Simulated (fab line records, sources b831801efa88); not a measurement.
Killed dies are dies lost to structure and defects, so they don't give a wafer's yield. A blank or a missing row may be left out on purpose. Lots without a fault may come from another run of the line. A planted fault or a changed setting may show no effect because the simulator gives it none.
Which tool did it? | flow sky130 | 13 lots, 39 wafers sampled, at 3 steps of a route of 708

WHAT THE GAUGES READ, wafer by wafer
SKY_CAPM_THK_MEAS_01.
lot  | measured     | on            | CAPM_CVD_00_THK (nm)
L130 | day 36 17:17 | film_metro-02 | 15.17 15.61 15.58
L133 | day 38 11:20 | film_metro-04 | 15.59 15.29 15.91
L137 | day 40 07:46 | film_metro-04 | 15.54 15.40 15.86
L140 | day 40 08:50 | film_metro-04 | 15.54 15.84 16.50
L141 | day 40 12:23 | film_metro-01 | 15.62 15.60 15.79
L143 | day 40 16:16 | film_metro-04 | 15.21 15.77 15.64
L142 | day 40 19:33 | film_metro-01 | 15.67 15.44 15.63
L144 | day 41 04:40 | film_metro-02 | 15.36 15.86 15.51
L145 | day 41 07:44 | film_metro-02 | 15.54 15.78 15.67
L147 | day 42 06:35 | film_metro-01 | 15.73 15.88 15.84
L149 | day 42 07:43 | film_metro-01 | 15.38 15.08 15.24
L150 | day 42 18:53 | film_metro-02 | 15.25 15.43 15.63
L151 | day 42 21:50 | film_metro-01 | 15.61 15.21 15.85

SKY_CAP2M_OVL_MEAS_12.
lot  | measured     | on         | CAP2M_OVL (nm)
L130 | day 41 02:25 | overlay-02 | 0.3 0.6 -0.1
L133 | day 42 16:07 | overlay-01 | 0.8 0.7 0.5
L137 | day 44 10:11 | overlay-01 | 2.8 0.6 0.1
L140 | day 44 11:02 | overlay-01 | -1.5 -0.7 0.7
L141 | day 44 13:28 | overlay-01 | 0.9 0.9 -0.6
L143 | day 44 14:58 | overlay-01 | 0.4 1.1 0.7
L142 | day 44 19:22 | overlay-01 | -1.5 0.4 0.5
L144 | day 45 04:55 | overlay-02 | -1.3 2.0 1.2
L145 | day 45 07:49 | overlay-01 | -2.3 -2.7 -1.9
L147 | day 46 04:52 | overlay-01 | 1.6 1.5 0.5
L149 | day 46 05:05 | overlay-02 | -1.0 -0.5 0.4
L150 | day 46 14:25 | overlay-01 | -0.2 -1.7 -1.0
L151 | day 46 16:14 | overlay-01 | -1.3 0.5 -3.6

WHICH TOOL RAN EACH LOT (tool, then ch and the chambers of the sampled wafers, then the start)
lot  | SKY_VIA3_CVD_21
L130 | cvd_w-01 ch 0,1, day 40 02:07
L133 | cvd_w-01 ch 0,1, day 41 15:29
L137 | cvd_w-02 ch 0,1, day 43 09:59
L140 | cvd_w-02 ch 0,1, day 43 11:13
L141 | cvd_w-02 ch 1, day 43 14:58
L143 | cvd_w-02 ch 1, day 43 16:25
L142 | cvd_w-02 ch 0,1, day 43 21:01
L144 | cvd_w-02 ch 0,1, day 44 06:13
L145 | cvd_w-02 ch 0,1, day 44 09:12
L147 | cvd_w-02 ch 0,1, day 45 06:32
L149 | cvd_w-01 ch 0,1, day 45 06:53
L150 | cvd_w-01 ch 0,1, day 45 17:33
L151 | cvd_w-01 ch 0,1, day 45 19:23
- SKY_VIA3_CVD_21: deposits W, target thk 390 nm, time 117.31 s.

WHAT THE TOOLS THEMSELVES READ (means of the sampled wafers that have a number; where no wafer has one, the mark that the record gives instead)
SKY_VIA3_CVD_21.
lot  | tool     | heater_power_w (W) | susceptor_temp_C (C)
L130 | cvd_w-01 | 897                | 400.29
L133 | cvd_w-01 | 892                | 399.99
L137 | cvd_w-02 | 801                | 399.70
L140 | cvd_w-02 | 808                | 400.15
L141 | cvd_w-02 | 805                | 399.68
L143 | cvd_w-02 | 804                | 399.72
L142 | cvd_w-02 | 817                | 400.07
L144 | cvd_w-02 | 815                | 400.15
L145 | cvd_w-02 | 813                | 400.07
L147 | cvd_w-02 | 801                | 400.06
L149 | cvd_w-01 | 862                | 400.26
L150 | cvd_w-01 | 838                | 399.94
L151 | cvd_w-01 | 909                | 400.05

THE ANSWER, worked out from the rows above alone
Rule: what is usual is taken from the lots themselves. Put in order of their means at a reading, lots are off if they are a third of the lots or fewer, leave a main group of 4 or more, and stand apart from it by a gap of 3 or more times the standard deviation of the main group's means; of several such gaps the widest counts. A main group whose means are all the same, to the digits that the tables above print for the reading, isn't used. A lot without any number at a reading at which 4 lots or more have one is off too. The other lots that the step has rows for count as sound. The gauges are gone through in route order, then the tools' own readings, and for those a lot's mean is taken as printed above. The first step at which some lot is off is used, and at that step the reading that is off furthest; a lot without a number counts as furthest.
No lot is off at any reading shown: from this, nothing can be told.

WHAT THE SIMULATOR HAD PUT IN
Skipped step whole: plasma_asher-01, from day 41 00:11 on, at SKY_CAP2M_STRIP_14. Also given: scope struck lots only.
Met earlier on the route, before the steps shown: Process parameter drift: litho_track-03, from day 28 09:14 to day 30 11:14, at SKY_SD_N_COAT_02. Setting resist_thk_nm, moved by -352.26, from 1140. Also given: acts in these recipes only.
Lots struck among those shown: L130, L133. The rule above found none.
